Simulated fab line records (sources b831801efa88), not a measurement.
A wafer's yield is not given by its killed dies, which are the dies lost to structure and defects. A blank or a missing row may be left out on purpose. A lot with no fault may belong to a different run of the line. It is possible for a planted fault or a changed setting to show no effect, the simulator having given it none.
2 desks, one fault | flow sky130 | each desk holds nothing but its own numbers, with what lay behind them at the end

AT THE METROLOGY DESK
Lot by lot, what the gauges showed, no matter which tool ran the lot: averages of those sampled wafers that carry a number. A lot is out of limits, marked OUT, if its mean lies more than 4 standard deviations from the usual mean; the brackets give that distance.
Columns: A = LI_CONTACT_BOW at SKY_LI_CONTACT_BOW_MEAS_03, usual 55 um; B = cd nm at SKY_LOCAL_INTERCONNECT_CD_MEAS_11, usual 170.5 nm; C = LOCAL_INTERCONNECT_OVL at SKY_LOCAL_INTERCONNECT_OVL_MEAS_12, usual -5 nm
lot  | first seen here | A  | B     | C
L651 | day 28 00:29    | 48 | 170.2 | -5
L653 | day 28 13:36    | 61 | 169.5 | -3
L654 | day 29 01:24    | 56 | 172.2 | -8
L655 | day 29 06:56    | 50 | 171.6 | 2
L656 | day 30 00:08    | 60 | 170.4 | -9
L658 | day 30 20:20    | 55 | 172.5 | -4
L657 | day 30 23:38    | 53 | 171.4 | -8
L660 | day 31 11:49    | 49 | 169.4 | -2
L662 | day 31 19:44    | 54 | 168.7 | -9
L663 | day 32 07:34    | 57 | 170.7 | -3
L664 | day 32 13:26    | 51 | 171.4 | -5
L666 | day 33 05:24    | 55 | 169.6 | -5
L667 | day 33 09:15    | 53 | 169.6 | -6
L670 | day 34 11:30    | 51 | 172.8 | -9
Finding of this desk: none of the 14 lots has anything out of limits.

THE TOOL OWNER'S DESK: krf scanner-01
The tool's own readings at SKY_LOCAL_INTERCONNECT_EXPOSE_08 (exposes mask LI1M, target cd 170 nm): means of the sampled wafers that have a number, for each lot that ran on this tool. A lot is out of limits, marked OUT, if its mean lies more than 4 standard deviations from the usual mean; the brackets give that distance.
Columns: A = stage vel mm s at SKY_LOCAL_INTERCONNECT_EXPOSE_08, usual 499.92 mm/s
lot  | first seen here | A
L653 | day 30 09:32    | 499.80
L655 | day 31 03:26    | 500.05
L656 | day 31 19:13    | 499.83
L657 | day 32 19:16    | 499.39
L663 | day 34 02:20    | 499.96
L664 | day 34 06:36    | 500.12
L666 | day 34 23:20    | 499.89
L667 | day 35 02:57    | 499.65
Finding of this desk: none of the 8 lots has anything out of limits.

BROUGHT TOGETHER
From the metrology desk's view, nothing was out of limits.
The tool owner's desk saw nothing out of limits.

WHAT THE SIMULATOR HAD INSERTED
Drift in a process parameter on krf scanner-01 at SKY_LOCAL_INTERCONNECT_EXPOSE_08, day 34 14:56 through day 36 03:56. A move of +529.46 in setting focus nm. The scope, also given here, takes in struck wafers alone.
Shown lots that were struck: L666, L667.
